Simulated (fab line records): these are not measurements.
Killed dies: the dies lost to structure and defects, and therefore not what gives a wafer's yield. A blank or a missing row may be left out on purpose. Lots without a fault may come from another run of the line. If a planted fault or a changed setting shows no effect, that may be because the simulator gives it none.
Chamber matching ; flow gf180mcu ; 3 sister chambers for GF_V1_CVD_02 on pecvd-03
The step deposits SiO2 from TEOS, target thk 850 nm, time 94.851 s. 14 wafers are shown with their chamber, then 7 later ones without.

EACH WAFER AND ITS CHAMBER
wafer;chamber;heater-power-outer-w (W);heater-power-w (W)
L210.3;2;356;605
L210.4;1;333;601
L210.6;2;408;681
L212.2;1;366;636
L212.4;2;438;709
L212.5;0;380;737
L215.2;0;409;769
L215.3;1;377;643
L215.5;2;427;704
L218.1;1;402;696
L218.5;1;433;726
L218.6;0;311;617
L221.1;0;327;636
L221.2;2;420;682

SIGNATURES, as means of the wafers listed above
reading;chamber 0;chamber 1;chamber 2;scatter within a chamber
heater-power-outer-w;356.75;382.20;409.80;38.2
heater-power-w;689.75;660.40;676.20;55.3
Rule: a wafer lies at a distance from a chamber equal to the root of the sum of squares, over the readings, of (its reading less the chamber's mean, divided by the reading's scatter). If the next closest chamber is less than 2 further off than the closest, the wafer can't be placed; otherwise it belongs to the closest. The scatter: take each reading less its chamber's mean, square it, sum over the shown wafers, divide by the number of wafers less the number of chambers, and take the root.

WAFERS WHOSE CHAMBER IS MISSING
wafer;heater-power-outer-w (W);heater-power-w (W)
L221.4;377;670
L228.3;390;726
L228.4;462;775
L228.5;452;747
L230.1;450;779
L230.2;440;729
L230.3;349;679

THE CHAMBER EACH PASSED THROUGH
wafer;from the rows above;in truth
L221.4;can't be placed: 1 or 0 or 2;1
L228.3;can't be placed: 2 or 0 or 1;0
L228.4;can't be placed: 2 or 1 or 0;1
L228.5;can't be placed: 2 or 1 or 0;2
L230.1;can't be placed: 2 or 1 or 0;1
L230.2;can't be placed: 2 or 1 or 0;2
L230.3;can't be placed: 0 or 1 or 2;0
0 of 7 placed correctly. Cannot be placed on the basis of these rows: 7; the candidates contain the true chamber in 7. 0 placed wrongly.
